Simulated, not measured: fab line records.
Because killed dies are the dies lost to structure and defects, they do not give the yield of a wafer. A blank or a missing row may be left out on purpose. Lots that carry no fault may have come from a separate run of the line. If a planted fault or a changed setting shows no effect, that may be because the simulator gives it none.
Problem report, 8D (eight disciplines) form, completed by code -- flow sky130 -- the parts of the form that need people (team, actions taken, sign-off) are left out

## 1. THE PROBLEM
Wafers free of any fault read 1804 (standard deviation 18) for NWELL_TW at SKY_NWELL_TW_MEAS_15, against a mean of 1627 on 6 wafers of 2 lots. That is -9.8 standard deviations from the usual mean.
The first sign was on wafer L910.2 at day 5 16:29, on film_metro-02. At this step, 36 wafers from 12 lots have a number in the record. Rule for "out", or "out of limits": more than 4 standard deviations from the usual mean. All remaining wafers that have a number are taken as sound.

## 2. WHAT IT IS AND WHAT IT IS NOT
question,is,is not
which readings at this step,NWELL_TW,-
which lots,"L910, L911","L905, L907, L908, L909, L914, L915, L921, L922, L927, L928"
which wafers of those lots,all that have a number,-
read on which gauges,"film_metro-01, film_metro-02",film_metro-04
when,from day 5 16:29,"up to then (12 sound wafers); but 18 sound wafers of L914, L915, L921, L922, L927, L928 came after"

## 3. SUSPECTS, AND WHAT RULES EACH OUT
Counting: any tool at a process step up to the reading is kept as a suspect provided that every lot that is out went through it and no sound lot did after the first of them.
- the gauge at SKY_NWELL_TW_MEAS_15: ruled out. 2 gauges (film_metro-01, film_metro-02) read the wafers that are out.
- implanter-04 at SKY_NWELL_IMPLANT_11: ruled out as a lasting fault. Sound lots L927 ran on it after its first lot that is out, L910 (day 5 15:56).
Left after counting: nothing in the record.

## 4. THE CAUSE (what the simulator had put in)
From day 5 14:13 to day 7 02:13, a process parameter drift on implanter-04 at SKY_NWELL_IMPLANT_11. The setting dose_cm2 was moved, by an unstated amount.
It was ruled out by counting, in error; the rule expects a fault to strike all lots run on its tool from its start on, and this fault did not.

## 5. THE EFFECT CHAIN, in route order
One row per reading whose mean, taken over the struck wafers that have a number, lies over 3 standard deviations from the usual. Readings are gone through only where the record gives a usual standard deviation; hours: the median, over the lots, of the time from a lot's start at the first step in this table giving one to that lot's start at this step; sigmas: the change measured in usual standard deviations.
hours,step,reading,usual,on struck wafers,change,sigmas
0,SKY_NWELL_IMPLANT_11,dose_ions_cm2,1.9001e+13,1.3704e+13,-5.2973e+12,-99 or more
0,SKY_NWELL_IMPLANT_11,faraday_current_uA,107.1,77.4,-29.7,-14
1,SKY_NWELL_TW_MEAS_15,NWELL_TW,1804,1627,-177,-9.8
19,SKY_NWELL_RS_MEAS_29,NWELL_RS,623.8 ohm/sq,744.6,+120.8,+67
The process steps in it:
- SKY_NWELL_IMPLANT_11
Later measuring or inspecting steps at which every struck wafer that the step has a row for has a number for every such reading, and none has moved that far: SKY_CAPM_OVL_MEAS_12.

## 6. HOW IT WOULD HAVE BEEN CAUGHT EARLIER
2 hours passed between the start of the fault at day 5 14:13 and the first reading out of limits at a measuring or inspecting step in this record, taken at day 5 16:29.
The tool's own readings at SKY_NWELL_IMPLANT_11 were out on every struck wafer that the step has a row for (dose_ions_cm2, faraday_current_uA): an alarm limit on them would have fired on the first of those.
